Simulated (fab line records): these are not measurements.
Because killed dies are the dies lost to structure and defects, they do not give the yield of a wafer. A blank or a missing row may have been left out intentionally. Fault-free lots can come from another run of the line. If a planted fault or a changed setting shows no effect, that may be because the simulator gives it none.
Matching of chambers + flow sky130 + SKY_VIA3_CMP_02 on cmp-02: 4 sister chambers
The step polishes SiO2. 30 wafers are shown with their chamber, then 12 later ones without.

EACH WAFER AND ITS CHAMBER
| wafer  | chamber | motor current A (A) | platen rpm (rpm) | head pressure psi (psi) |
|--------|---------|---------------------|------------------|-------------------------|
| L074.1 | 1       | 15.1                | 60.10            | 4.008                   |
| L074.4 | 2       | 11.1                | 60.02            | 4.000                   |
| L074.6 | 0       | 12.9                | 59.99            | 4.000                   |
| L075.2 | 1       | 15.5                | 60.06            | 4.004                   |
| L075.4 | 3       | 10.0                | 60.01            | 4.007                   |
| L075.5 | 3       | 10.3                | 60.01            | 4.002                   |
| L077.3 | 2       | 11.5                | 59.96            | 3.997                   |
| L077.4 | 3       | 9.7                 | 60.03            | 4.008                   |
| L077.5 | 3       | 10.3                | 60.10            | 4.012                   |
| L078.3 | 0       | 14.2                | 59.96            | 3.987                   |
| L078.5 | 3       | 10.5                | 60.02            | 3.991                   |
| L078.6 | 2       | 11.2                | 59.97            | 3.989                   |
| L079.1 | 2       | 10.9                | 60.01            | 4.000                   |
| L079.3 | 3       | 10.5                | 59.99            | 4.000                   |
| L079.5 | 1       | 14.6                | 60.03            | 4.001                   |
| L083.1 | 2       | 10.9                | 60.01            | 3.990                   |
| L083.2 | 0       | 14.6                | 60.02            | 4.002                   |
| L083.3 | 3       | 10.1                | 59.99            | 4.007                   |
| L085.2 | 1       | 14.6                | 59.94            | 3.992                   |
| L085.5 | 0       | 14.1                | 60.06            | 3.999                   |
| L085.6 | 3       | 10.6                | 60.01            | 4.004                   |
| L086.4 | 1       | 14.1                | 59.99            | 4.012                   |
| L086.5 | 2       | 10.6                | 60.02            | 3.997                   |
| L086.6 | 1       | 14.4                | 59.92            | 4.034                   |
| L087.1 | 1       | 14.5                | 59.92            | 3.973                   |
| L087.2 | 0       | 13.3                | 60.02            | 4.006                   |
| L087.6 | 3       | 10.3                | 59.99            | 4.001                   |
| L089.3 | 2       | 10.8                | 59.98            | 4.015                   |
| L089.4 | 1       | 14.6                | 60.01            | 3.997                   |
| L089.5 | 2       | 10.5                | 60.01            | 4.006                   |

SIGNATURES (means of the wafers above)
| reading           | chamber 0 | chamber 1 | chamber 2 | chamber 3 | scatter within a chamber |
|-------------------|-----------|-----------|-----------|-----------|--------------------------|
| motor current A   | 13.820    | 14.675    | 10.938    | 10.256    | 0.423                    |
| platen rpm        | 60.0100   | 59.9963   | 59.9975   | 60.0167   | 0.0438                   |
| head pressure psi | 3.99880   | 4.00263   | 3.99925   | 4.00356   | 0.011                    |
Rule: a wafer's distance from a chamber is the root of the sum, over the readings, of the square of ((its reading less the chamber's mean) divided by the reading's scatter). The wafer belongs to the nearest chamber; if the next one is less than 2 further off, it can't be placed. The scatter: the root of (the sum of the squares of (reading less its chamber's mean) over the shown wafers, divided by (wafers less chambers)).

WAFERS MISSING THEIR CHAMBER
| wafer  | motor current A (A) | platen rpm (rpm) | head pressure psi (psi) |
|--------|---------------------|------------------|-------------------------|
| L090.1 | 14.8                | 59.98            | 3.997                   |
| L090.4 | 11.1                | 59.90            | 4.015                   |
| L090.6 | 10.3                | 60.00            | 3.998                   |
| L092.1 | 11.0                | 59.97            | 3.997                   |
| L092.3 | 10.6                | 59.90            | 4.009                   |
| L092.5 | 10.5                | 59.95            | 4.002                   |
| L093.2 | 10.0                | 60.04            | 3.984                   |
| L093.3 | 14.0                | 59.96            | 4.003                   |
| L093.5 | 10.8                | 59.97            | 4.001                   |
| L095.1 | 13.5                | 59.98            | 4.002                   |
| L095.2 | 10.2                | 59.97            | 4.003                   |
| L095.4 | 10.8                | 60.00            | 3.998                   |

WHICH CHAMBER EACH ONE RAN IN
| wafer  | from the rows above     | in truth |
|--------|-------------------------|----------|
| L090.1 | can't be placed: 1 or 0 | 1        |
| L090.4 | can't be placed: 2 or 3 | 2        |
| L090.6 | can't be placed: 3 or 2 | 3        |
| L092.1 | can't be placed: 2 or 3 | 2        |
| L092.3 | can't be placed: 2 or 3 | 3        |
| L092.5 | can't be placed: 2 or 3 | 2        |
| L093.2 | can't be placed: 3 or 2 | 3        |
| L093.3 | can't be placed: 0 or 1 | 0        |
| L093.5 | can't be placed: 2 or 3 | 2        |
| L095.1 | can't be placed: 0 or 1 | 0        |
| L095.2 | can't be placed: 3 or 2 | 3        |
| L095.4 | can't be placed: 2 or 3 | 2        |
Correctly placed: 0 of 12. Not placeable from these rows: 12 (in 12, the candidates include the true chamber). Wrongly placed: 0.
